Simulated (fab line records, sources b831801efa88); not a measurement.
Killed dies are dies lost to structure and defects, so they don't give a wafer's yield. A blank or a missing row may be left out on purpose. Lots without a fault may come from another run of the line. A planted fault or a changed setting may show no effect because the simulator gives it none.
fab line records | flow gf180mcu
record lots=6 wafers=18 last_day=35
route steps=602 shown STI@6 PASSIVATION@602
lots that met no fault: from a run of the same line without faults
start_h: hours from the record's first day to the start of the lot's first wafer shown | wait_h: hours since the lot's step before | " the same as in the row above | L1.1+2: a row that stands for several wafers | - no value, or no start given | * or withheld: withheld | < > ~ a bound
route shown NAME@n: a module of which the file shows steps, and the number in the route of the first | usual: mean/standard deviation of fault-free wafers | same: alike in all rows | chamber/n: place in a boat | sites: the reading at each site | _std_site: their standard deviation | _edge_site: outer sites' mean less inner sites' | radius_mm: how far each site lies from the wafer's centre | mask NAME#n: copy n | behind: the tool/chamber that last shaped the wafer | hold: why the lot was held/for how many hours/how that ended | device: the transistor (n, p or np) that didn't switch | end of line: the same wafers' tests at the end of the route | a step without rows: its recipe alone | killed: dies lost to structure and defects at the first sort, not the wafer's yield | map: a wafer's dies, x killed, . not, _ none there
set.NAME: the setting as run; set.NAME@STEP: as run at that earlier step | model.NAME: the simulator's own value behind a step, which no gauge read
lots at some steps of the route; a table a step, a row a wafer
services: from which hour (start_h, from the record's first day; less than 0 if before it) a tool's chamber was out of use, for how many hours, and why
## steps
# step GF_STI_DEHYDRATE_05
# recipe temp_c=200 time_s=60
# step GF_STI_HMDS_06
# recipe prime_time_s=60 prime_temp_c=120
# step GF_STI_COAT_07
# recipe resist=KrF spin_rpm=withheld resist_thk_nm=700
# step GF_STI_SOFTBAKE_08
# recipe temp_c=130 time_s=60 resist=KrF
# step GF_STI_EXPOSE_09
# recipe mask_id=COMP target_cd_nm=220 na=0.68 source_shape=conventional sigma_outer=0.6 dose_mj=28
# step GF_STI_PEB_10
# recipe peb_temp_c=135 peb_time_s=90 resist=KrF
# step GF_STI_DEVELOP_11
# recipe develop_time_s=60 dev_temp_c=21
# step GF_STI_CD_MEAS_12
# recipe target_cd_nm=220
# usual cd_nm=220.1/1.2
# columns lot.wafer tool chamber start_h wait_h cd_nm
L156.3 cd_sem-01 - 72.75 0.1 221.7
L156.4 " - " " 221.5
L156.5 " - " " 221.6
L158.2 cd_sem-01 - 82.93 0.1 221.5
L158.3 " - " " 221.4
L158.5 " - " " 220.6
L160.2 cd_sem-01 - 92.93 0.1 219.3
L160.4 " - " " 220.6
L160.6 " - " " 220.1
L161.1 cd_sem-02 - 97.40 0.1 219.1
L161.2 " - " " 220.2
L161.6 " - " " 219.1
L169.2 cd_sem-02 - 140.08 0.1 220.2
L169.3 " - " " 221.6
L169.6 " - " " 221.3
L170.1 cd_sem-02 - 144.80 0.1 219.1
L170.3 " - " " 219.7
L170.5 " - " " 220.4
# step GF_STI_ETCH_13
# recipe chemistry=CHF3/O2 stop_on=Si over_etch_frac=0.3 target_depth_a=2823.1 source_w=600 bias_w=200 pressure_mtorr=40 chf3_flow_sccm=50 O2_flow_sccm=5 time_s=112.9
# usual O2_flow_sccm=5.001/0.015 drypump_motor_current_A=5.6/0.48 oes_product_au=0.833/0.0062 run_length_s=141.3/0.48 throttle_valve_pct=8.810/0.01
# same over_etch_frac=0.3
# columns lot.wafer tool chamber start_h wait_h O2_flow_sccm drypump_motor_current_A oes_product_au rf_hours_counter_h run_length_s throttle_valve_pct
L156.3 rie_diel-01 1 72.83 0.1 5.027 5.4 0.833 21 141.3 8.806
L156.4 " 2 " " 5.010 6.0 0.836 - 142.0 8.815
L156.5 " 1 " " 5.018 5.4 0.831 - 141.1 8.809
L158.2 rie_diel-02 3 83.03 0.1 5.012 4.8 0.831 114 140.6 8.803
L158.3 " 1 " " 5.011 5.5 0.838 63 140.6 8.824
L158.5 " 3 " " 5.003 4.8 0.833 - 140.9 8.811
L160.2 rie_diel-01 1 93.03 0.1 4.999 5.4 0.844 21 141.2 8.803
L160.4 " 2 " " 4.999 6.0 0.847 145 141.8 8.812
L160.6 " 0 " " 4.982 5.2 0.834 - 141.4 8.810
L161.1 rie_diel-02 0 97.52 0.1 5.007 5.5 0.827 6 140.6 8.797
L161.2 " 1 " " 4.976 5.6 0.819 64 140.6 8.796
L161.6 " 0 " " 4.989 5.5 0.824 - 141.2 8.797
L169.2 rie_diel-02 1 140.18 0.1 4.989 5.6 0.831 64 141.4 8.810
L169.3 " 0 " " 4.984 5.4 0.842 7 140.7 8.816
L169.6 " 1 " " 4.981 5.6 0.839 - 141.0 8.811
L170.1 rie_diel-02 3 144.92 0.1 5.000 4.8 0.838 115 140.7 8.831
L170.3 " 2 " " 5.014 6.4 0.835 115 141.1 8.813
L170.5 " 3 " " 5.011 4.8 0.832 - 140.8 8.822
# step GF_STI_ETCH_14
# recipe target=Si chemistry=HBr/Cl2/O2 target_depth_nm=360 icp_w=600 bias_w=150 pressure_mtorr=15 HBr_flow_sccm=150 Cl2_flow_sccm=40 O2_flow_sccm=6 time_s=102.9
# usual O2_flow_sccm=6.002/0.018 drypump_motor_current_A=5.6/0.39 he_backside_leak_sccm=2.74/0.24 oes_product_au=1.000/0.016 run_length_s=131.1/0.34 throttle_valve_pct=25.658/0.014
# columns lot.wafer tool chamber start_h wait_h O2_flow_sccm drypump_motor_current_A he_backside_leak_sccm oes_product_au rf_hours_counter_h run_length_s throttle_valve_pct
L156.3 rie_si-02 2 72.91 0.0 6.026 5.6 2.59 0.978 95 130.9 25.659
L156.4 " 1 " " 5.997 5.3 2.95 0.985 - 131.4 25.666
L156.5 " 3 " " 6.000 6.0 2.67 1.022 - 131.1 25.655
L158.2 rie_si-02 3 83.11 0.0 5.996 6.0 2.56 1.016 113 130.9 25.645
L158.3 " 2 " " 6.032 5.6 2.47 0.989 95 130.9 25.666
L158.5 " 2 " " 6.007 5.6 2.48 0.985 - 131.3 25.658
L160.2 rie_si-01 2 93.11 0.0 5.981 5.1 2.84 1.004 16 130.6 25.651
L160.4 " 3 " " 5.986 6.2 2.86 1.000 16 130.7 25.668
L160.6 " 3 " " 5.997 6.2 2.82 1.001 - 131.2 25.653
L161.1 rie_si-02 0 97.60 0.0 6.016 5.0 3.19 0.965 144 131.5 25.686
L161.2 " 2 " " 5.992 5.6 2.50 0.975 95 131.2 25.677
L161.6 " 0 " " 5.981 5.0 3.04 0.964 - 131.2 25.678
L169.2 rie_si-02 1 140.26 0.0 6.021 5.3 2.82 0.964 97 131.3 25.693
L169.3 " 3 " " 5.994 5.9 2.73 1.011 114 131.2 25.647
L169.6 " 2 " " 6.006 5.6 2.58 0.988 - 131.1 25.667
L170.1 rie_si-01 1 145.00 0.0 5.999 5.7 2.64 1.005 117 130.7 25.659
L170.3 " 0 " " 6.009 5.9 2.70 1.001 66 130.8 25.658
L170.5 " 2 " " 6.006 5.1 2.77 0.998 - 131.0 25.649
# step GF_STI_STRIP_15
# recipe chemistry=O2/N2 power_w=1400 pressure_mtorr=1500 platen_temp_c=250 o2_flow_sccm=3000 n2_flow_sccm=300 overash_fraction=0.5
# usual drypump_motor_current_A=5.8/0.56 heater_power_w=355/52 o2_flow_sccm=3001/8.2 oes_product_au=0.385/0.0053 strip_time_to_endpoint_s=3.74/0.059
# same overash_fraction=0.5
# columns lot.wafer tool chamber start_h wait_h drypump_motor_current_A heater_power_w o2_flow_sccm oes_product_au rf_hours_counter_h strip_time_to_endpoint_s
L156.3 plasma_asher-01 1 73.01 0.1 5.4 399 3013 0.393 - 3.71
L156.4 " 0 " " 5.0 350 2996 0.383 - 3.71
L156.5 " 1 " " 5.4 391 3000 0.385 - 3.63
L158.2 plasma_asher-01 1 83.18 0.0 5.4 396 2995 0.378 28 3.64
L158.3 " 1 " " 5.4 391 3001 0.385 - 3.74
L158.5 " 0 " " 5.0 364 3010 0.380 - 3.69
L160.2 plasma_asher-02 0 93.18 0.0 6.4 406 2993 0.374 42 3.64
L160.4 " 1 " " 6.3 323 2993 0.382 - 3.71
L160.6 " 1 " " 6.3 328 2989 0.387 - 3.72
L161.1 plasma_asher-01 0 97.67 0.0 5.0 367 3003 0.385 30 3.80
L161.2 " 1 " " 5.4 388 3006 0.390 30 3.84
L161.6 " 1 " " 5.4 397 2997 0.386 - 3.83
L169.2 plasma_asher-02 0 140.33 0.0 6.3 401 3016 0.386 2 3.84
L169.3 " 1 " " 6.3 332 2997 0.383 - 3.74
L169.6 " 1 " " 6.3 329 3002 0.389 - 3.80
L170.1 plasma_asher-01 0 145.07 0.0 5.0 354 2987 0.380 35 3.68
L170.3 " 0 " " 5.0 364 2991 0.380 - 3.80
L170.5 " 0 " " 5.0 357 2999 0.375 - 3.66
# step GF_STI_CLEAN_16
# recipe chemistry=dHF time_s=25 dilution=100:1
# step GF_STI_WET_ETCH_17
# recipe chemistry=H3PO4 target_depth_nm=45 temp_c=160 target=Si3N4 time_s=514
# usual bath_heat_duty_pct=24.4/1.9 run_length_s=543/3.7
# columns lot.wafer tool chamber start_h wait_h bath_heat_duty_pct run_length_s model.Si3N4_of_STI_CVD_03.thk_nm
L156.3 wet_bench-01 0 73.09 0.0 26.4 549 160.6
L156.4 " 0 " " 27.7 549 162.5
L156.5 " 0 " " 28.3 549 159.5
L158.2 wet_bench-03 2 83.30 0.0 21.1 540 162.5
L158.3 " 2 " " 22.2 540 163.1
L158.5 " 2 " " 22.0 540 162.1
L160.2 wet_bench-01 1 93.29 0.0 25.5 214 194
L160.4 " 1 " " 23.7 214 193.7
L160.6 " 1 " " 25.8 214 193.2
L161.1 wet_bench-01 3 97.79 0.0 22.5 215 185.5
L161.2 " 3 " " 24.2 215 185
L161.6 " 3 " " 25.3 215 186.4
L169.2 wet_bench-03 3 140.45 0.0 27.1 539 161
L169.3 " 3 " " 25.7 539 161.9
L169.6 " 3 " " 25.3 539 162.9
L170.1 wet_bench-03 3 145.29 0.1 25.5 540 162.1
L170.3 " 3 " " 23.2 540 161.5
L170.5 " 3 " " 24.5 540 161.6
# step GF_STI_CLEAN_18
# recipe chemistry=SC1/SC2 mix=1:4:20 temp_c=70 time_s=150
# step GF_STI_CLEAN_19
# recipe chemistry=dHF time_s=20 dilution=100:1
# step GF_STI_WET_ETCH_20
# recipe chemistry=dHF dilution=100:1 target_depth_nm=20 temp_c=25 dry=ipa_marangoni target=SiO2 time_s=400
# step GF_STI_OXIDATION_21
# recipe temp_c=1000 ambient=O2 stabilise_s=600 purge_s=300 target_thk_a=150 ox_time_s=458
# step GF_STI_THK_MEAS_22
# recipe reads=SiO2_of_STI_OXIDATION_21
# usual STI_OXIDATION_01_THK=15.0/0.34
# columns lot.wafer tool chamber start_h wait_h STI_OXIDATION_01_THK[nm]
L156.3 film_metro-01 - 74.71 0.0 15.6
L156.4 " - " " 15.4
L156.5 " - " " 15.5
L158.2 film_metro-02 - 84.81 0.0 15.2
L158.3 " - " " 15.3
L158.5 " - " " 15.1
L160.2 film_metro-01 - 94.77 0.0 14.5
L160.4 " - " " 14.4
L160.6 " - " " 14.5
L161.1 film_metro-02 - 99.25 0.0 15.0
L161.2 " - " " 15.1
L161.6 " - " " 15.4
L169.2 film_metro-01 - 144.47 0.0 15.2
L169.3 " - " " 14.9
L169.6 " - " " 15.2
L170.1 film_metro-01 - 150.48 0.0 15.3
L170.3 " - " " 15.5
L170.5 " - " " 15.8
# step GF_STI_CVD_23
# recipe material=SiO2 target_thk_nm=650 sigma_open_frac=0.3 time_s=108.3 temp_c=600 sih4_flow_sccm=60 pressure_mtorr=6
# step GF_STI_THK_MEAS_24
# recipe reads=SiO2_of_STI_CVD_23
# usual STI_CVD_23_THK=650/10
# columns lot.wafer tool chamber start_h wait_h STI_CVD_23_THK[nm]
L156.3 film_metro-04 - 74.84 0.1 648
L156.4 " - " " 647
L156.5 " - " " 653
L158.2 film_metro-02 - 84.94 0.0 642
L158.3 " - " " 664
L158.5 " - " " 651
L160.2 film_metro-04 - 94.90 0.0 636
L160.4 " - " " 646
L160.6 " - " " 651
L161.1 film_metro-02 - 99.39 0.0 659
L161.2 " - " " 651
L161.6 " - " " 666
L169.2 film_metro-02 - 144.65 0.1 637
L169.3 " - " " 636
L169.6 " - " " 650
L170.1 film_metro-02 - 150.62 0.0 657
L170.3 " - " " 646
L170.5 " - " " 645
# step GF_STI_CMP_25
# recipe stop_on=Si3N4 t_overpolish_s=33 down_force_psi=4 platen_rpm=60 target_thk_nm=524.6 pad_velocity_m_s=0.94248
# usual edge_zone_pressure_frac=1.001/0.0049 motor_current_A=11.2/0.83 slurry_flow_ml_min=150.0/0.45
# columns lot.wafer tool chamber start_h wait_h edge_zone_pressure_frac motor_current_A slurry_flow_ml_min
L156.3 cmp-02 0 74.98 0.1 0.997 12.9 149.4
L156.4 " 1 " " 1.001 11.2 149.7
L156.5 " 2 " " 1.007 10.8 150.3
L158.2 cmp-01 3 85.04 0.1 0.995 11.0 149.8
L158.3 " 1 " " 1.007 10.5 150.5
L158.5 " 3 " " 0.998 11.4 150.1
L160.4 cmp-02 1 94.95 0.0 0.995 11.6 149.5
L160.2 " 0 " " 1.000 12.7 149.8
L160.6 " 2 " " 1.006 11.1 150.7
L161.1 cmp-02 0 99.55 0.1 0.999 12.7 150.1
L161.2 " 1 " " 1.002 11.2 150.5
L161.6 " 3 " " 1.001 10.4 149.9
L169.2 cmp-01 2 144.70 0.0 1.003 10.5 149.9
L169.3 " 0 " " 1.001 11.3 150.3
L169.6 " 2 " " 1.002 10.4 149.9
L170.1 cmp-02 2 150.73 0.1 1.003 11.7 149.8
L170.3 " 0 " " 0.997 13.2 149.7
L170.5 " 1 " " 1.001 11.6 150.0
# step GF_STI_WET_ETCH_26
# recipe chemistry=dHF target_depth_nm=94 target=SiO2 temp_c=25 dilution=10:1 time_s=188
# usual bath_heat_duty_pct=5.8/0.61 run_length_s=217/3.8
# columns lot.wafer tool chamber start_h wait_h bath_heat_duty_pct run_length_s model.Si3N4_of_STI_CVD_03.thk_nm
L156.3 wet_bench-01 0 75.18 0.1 7.0 223 150
L156.4 " 0 " " 6.4 223 151.9
L156.5 " 0 " " 7.1 223 148.9
L158.2 wet_bench-01 0 85.29 0.2 7.2 215 151.8
L158.3 " 0 " " 5.7 215 152.4
L158.5 " 0 " " 6.3 215 151.3
L160.2 wet_bench-01 3 95.25 0.1 6.0 213 183.2
L160.4 " 3 " " 5.6 213 183
L160.6 " 3 " " 6.1 213 182.5
L161.1 wet_bench-01 0 99.75 0.1 6.5 215 174.9
L161.2 " 0 " " 5.8 215 174.4
L161.6 " 0 " " 6.6 215 175.8
L169.2 wet_bench-01 1 145.00 0.2 6.5 213 150.3
L169.3 " 1 " " 5.8 213 151.1
L169.6 " 1 " " 6.1 213 152.1
L170.1 wet_bench-03 2 150.98 0.2 4.7 214 151.4
L170.3 " 2 " " 5.6 214 150.8
L170.5 " 2 " " 5.2 214 150.9
# step GF_STI_WET_ETCH_27
# recipe chemistry=H3PO4 target_depth_nm=160 target=Si3N4 temp_c=160 time_s=1825
# step GF_PASSIVATION_PROBE_99
# columns lot.wafer tool chamber start_h wait_h model.etest.pwell_in_dnwell.line_ohm_um model.etest.p_drift.rs_ohm_sq model.etest.pwell_in_dnwell.rs_ohm_sq model.etest.nwell.line_ohm_um model.etest.nwell.rs_ohm_sq model.etest.field_n.vt_v model.etest.field_p.vt_v
L156.3 prober-01 - 752.99 0.2 3808 2327 2271 1108 977.5 30.98 -31.52
L156.4 prober-01 - 753.04 0.2 3796 2318 2271 1117 980.5 30.9 -31.55
L156.5 prober-01 - 753.09 0.2 3930 2434 2387 1194 1025 34.8 -34.49
L158.2 prober-01 - 763.37 0.1 4263 2384 2527 1191 1035 38.01 -35.65
L158.3 prober-01 - 763.42 0.2 3898 2270 2372 1138 985.5 33.24 -31.91
L158.5 prober-01 - 763.52 0.2 3910 2260 2327 1136 977.4 32.5 -31.39
L160.2 prober-01 - 773.78 0.1 4693 2944 2830 1297 1104 44.75 -40.84
L160.4 prober-01 - 773.88 0.2 4654 2873 2792 1285 1087 43.68 -39.88
L160.6 prober-01 - 773.98 0.2 4638 2874 2764 1254 1084 43.8 -39.85
L161.1 prober-02 - 778.88 0.1 4271 2460 2487 1173 1003 38.12 -34.69
L161.2 prober-02 - 778.93 0.1 4159 2439 2475 1153 1011 37.82 -34.42
L161.6 prober-02 - 779.13 0.2 4224 2449 2497 1154 1010 37.94 -34.58
L169.2 prober-02 - 829.19 0.1 3727 2382 2247 1128 991.6 30.03 -31.06
L169.3 prober-02 - 829.24 0.2 4115 2638 2458 1236 1061 36.69 -36.26
L169.6 prober-02 - 829.39 0.2 3894 2501 2350 1190 1029 33.46 -33.67
L170.1 prober-01 - 833.23 0.1 4401 2482 2602 1099 948.5 39.29 -31.19
L170.3 prober-01 - 833.33 0.2 4350 2525 2624 1119 958.3 39.81 -31.61
L170.5 prober-01 - 833.43 0.2 4331 2505 2596 1106 958.3 38.86 -30.91
# killed by level:class
L156.3 CONTACT:geometric_particle:open=5 V2:geometric_particle:short=5 M1:geometric_particle:short=4 V1:geometric_particle:open=4 M5:geometric_particle:short=4 STI:geometric_particle:open=3 V2:geometric_particle:open=3 M3:geometric_particle:short=3
L156.4 V2:geometric_particle:open=5 V4:geometric_particle:open=5 STI:geometric_particle:short=4 STI:geometric_particle:open=3 M5:geometric_particle:short=3 V2:geometric_particle:short=3 V5:geometric_particle:open=3 CONTACT:geometric_particle:open=2
L156.5 STI:geometric_particle:short=6 V3:geometric_particle:open=5 V1:geometric_particle:short=5 V2:geometric_particle:open=5 CONTACT:geometric_particle:open=4 POLY_GATE:geometric_particle:short=2 V2:geometric_particle:short=2 M1:geometric_particle:short=2
L158.2 V1:geometric_particle:open=6 V1:geometric_particle:short=5 CONTACT:geometric_particle:open=4 V2:geometric_particle:open=4 STI:geometric_particle:short=3 POLY_GATE:geometric_particle:open=2 V3:geometric_particle:open=2 V3:geometric_particle:short=2
L158.3 V2:geometric_particle:open=4 STI:geometric_particle:open=3 STI:geometric_particle:short=3 V1:geometric_particle:short=3 V1:geometric_particle:open=3 POLY_GATE:geometric_particle:short=2 CONTACT:geometric_particle:short=2 V3:geometric_particle:short=2
L158.5 V4:geometric_particle:open=5 CONTACT:geometric_particle:short=3 V1:geometric_particle:open=3 V2:geometric_particle:open=3 V3:geometric_particle:short=3 V5:geometric_particle:open=3 CONTACT:geometric_particle:open=2 V3:geometric_particle:open=2
L169.2 CONTACT:geometric_particle:open=6 V5:geometric_particle:open=6 V2:geometric_particle:open=5 V1:geometric_particle:open=4 V4:geometric_particle:short=4 STI:geometric_particle:open=2 V1:geometric_particle:short=2 M2:geometric_particle:short=2
L169.3 V2:geometric_particle:open=8 STI:geometric_particle:open=5 CONTACT:geometric_particle:open=4 V5:geometric_particle:open=4 STI:geometric_particle:short=2 POLY_GATE:geometric_particle:short=2 M1:geometric_particle:short=2 V1:geometric_particle:open=2
L169.6 V1:geometric_particle:open=8 V3:geometric_particle:open=7 M4:geometric_particle:short=4 V2:geometric_particle:open=3 V4:geometric_particle:open=3 V4:geometric_particle:short=3 STI:geometric_particle:open=2 POLY_GATE:geometric_particle:short=2
L170.1 V2:geometric_particle:open=8 CONTACT:geometric_particle:open=4 V1:geometric_particle:open=4 V5:geometric_particle:open=4 V4:geometric_particle:open=3 STI:geometric_particle:short=2 V1:geometric_particle:short=2 M2:geometric_particle:short=2
L170.3 CONTACT:geometric_particle:open=7 V2:geometric_particle:open=7 V3:geometric_particle:open=7 V5:geometric_particle:open=6 M4:geometric_particle:short=4 POLY_GATE:geometric_particle:short=3 M2:geometric_particle:short=3 V4:geometric_particle:open=3
L170.5 CONTACT:geometric_particle:open=6 CONTACT:geometric_particle:short=5 V5:geometric_particle:open=5 V2:geometric_particle:open=4 V4:geometric_particle:open=4 M1:geometric_particle:short=3 V1:geometric_particle:open=3 V3:geometric_particle:short=3
## services
# columns tool chamber start_h hours kind
rie_si-01 0 53.40 6.8 repair
cmp-01 - 64.00 4.0 pm
cmp-01 - 68.00 - consumable_replace:conditioner
cmp-01 - 68.00 - consumable_replace:pad
rie_si-02 0 68.46 13.5 repair
rie_diel-01 3 69.28 10.2 repair
plasma_asher-02 - 69.34 7.8 pm
rie_diel-02 0 75.75 18.6 repair
cmp-01 - 93.46 0.8 repair
rie_si-02 0 108.52 - clean
rie_si-02 0 108.52 20.0 scheduled_down
rie_si-02 0 108.52 20.0 vent_cycle
plasma_asher-02 - 108.75 9.0 pm
plasma_asher-02 0 108.75 9.0 vent_cycle
plasma_asher-02 1 108.75 9.0 vent_cycle
cmp-01 - 110.43 4.9 pm
plasma_asher-02 0 117.75 - clean
plasma_asher-02 1 117.75 - clean
rie_diel-01 1 119.31 1.7 repair
wet_bench-01 - 124.81 1.9 pm
rie_si-02 1 126.14 10.8 repair
## key
first_sign step=GF_STI_WET_ETCH_17 reading=run_length_s direction=down sigmas=89 usual=* struck=*
effect none on later readings
model_effect step=GF_STI_WET_ETCH_17 value=Si3N4_of_STI_CVD_03.thk_nm without=161 struck=189.6
model_effect step=GF_STI_WET_ETCH_26 value=Si3N4_of_STI_CVD_03.thk_nm without=150.3 struck=178.9
model_effect step=GF_PASSIVATION_PROBE_99 value=etest.pwell_in_dnwell.line_ohm_um without=3960 struck=4440
met_at GF_STI_WET_ETCH_17
struck_wafers L160.2,L160.4,L160.6,L161.1,L161.2,L161.6
sort_left_out L160.2,L160.4,L160.6,L161.1,L161.2,L161.6
tester_left_out L160,L161
onset_between 73.09 93.29
fault kind=process_parameter_drift tool=wet_bench-01 chamber=- onset_h=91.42 steps=GF_STI_WET_ETCH_17 channel=time_s offset=* shape=step end_h=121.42 acts_in=* stated=*
# tester_left_out: of these lots the tester's yield and bins aren't shown, on N5 and GAA mostly nor the transistor test; their killed dies are dies lost to structure and defects alone, not to doping, threshold or leakage, so they don't give the yield
# sort_left_out: the simulated sort isn't trusted on such a fault, so these wafers' sort isn't shown, and their yield isn't known
